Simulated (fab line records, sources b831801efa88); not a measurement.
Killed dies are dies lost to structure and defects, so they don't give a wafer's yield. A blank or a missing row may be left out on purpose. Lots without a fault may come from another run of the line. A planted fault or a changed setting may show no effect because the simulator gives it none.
Which tool did it? | flow gf180mcu | 12 lots, 36 wafers sampled, at 1 step of a route of 602

WHAT THE GAUGES READ, wafer by wafer
GF_CONTACT_CD_MEAS_14: target cd 220 nm.
lot  | measured     | on        | cd_nm (nm)
L458 | day 16 07:59 | cd_sem-01 | 221.6 220.6 220.9
L459 | day 16 17:52 | cd_sem-01 | 218.3 217.8 219.2
L461 | day 17 16:28 | cd_sem-02 | 218.4 218.1 217.5
L463 | day 18 05:08 | cd_sem-01 | 220.6 219.7 220.6
L464 | day 18 16:16 | cd_sem-02 | 217.3 217.9 217.3
L465 | day 18 23:34 | cd_sem-02 | 220.6 222.3 219.6
L466 | day 19 08:20 | cd_sem-01 | 219.7 219.4 219.3
L467 | day 19 17:11 | cd_sem-02 | 221.7 221.5 220.5
L469 | day 20 07:34 | cd_sem-02 | 220.5 222.1 219.7
L470 | day 20 16:11 | cd_sem-02 | 219.7 218.8 219.1
L479 | day 23 22:20 | cd_sem-02 | 219.2 217.8 219.0
L480 | day 24 04:57 | cd_sem-01 | 222.7 221.6 221.3

WHICH TOOL RAN EACH LOT (tool, then ch and the chambers of the sampled wafers, then the start)
The record holds no process step before these readings.

WHAT THE TOOLS THEMSELVES READ (means of the sampled wafers that have a number; where no wafer has one, the mark that the record gives instead)
The record holds no such reading with a usual standard deviation.

THE ANSWER, worked out from the rows above alone
Rule: what is usual is taken from the lots themselves. Put in order of their means at a reading, lots are off if they are a third of the lots or fewer, leave a main group of 4 or more, and stand apart from it by a gap of 3 or more times the standard deviation of the main group's means; of several such gaps the widest counts. A main group whose means are all the same, to the digits that the tables above print for the reading, isn't used. A lot without any number at a reading at which 4 lots or more have one is off too. The other lots that the step has rows for count as sound. The gauges are gone through in route order, then the tools' own readings, and for those a lot's mean is taken as printed above. The first step at which some lot is off is used, and at that step the reading that is off furthest; a lot without a number counts as furthest.
No lot is off at any reading shown: from this, nothing can be told.

WHAT THE SIMULATOR HAD PUT IN
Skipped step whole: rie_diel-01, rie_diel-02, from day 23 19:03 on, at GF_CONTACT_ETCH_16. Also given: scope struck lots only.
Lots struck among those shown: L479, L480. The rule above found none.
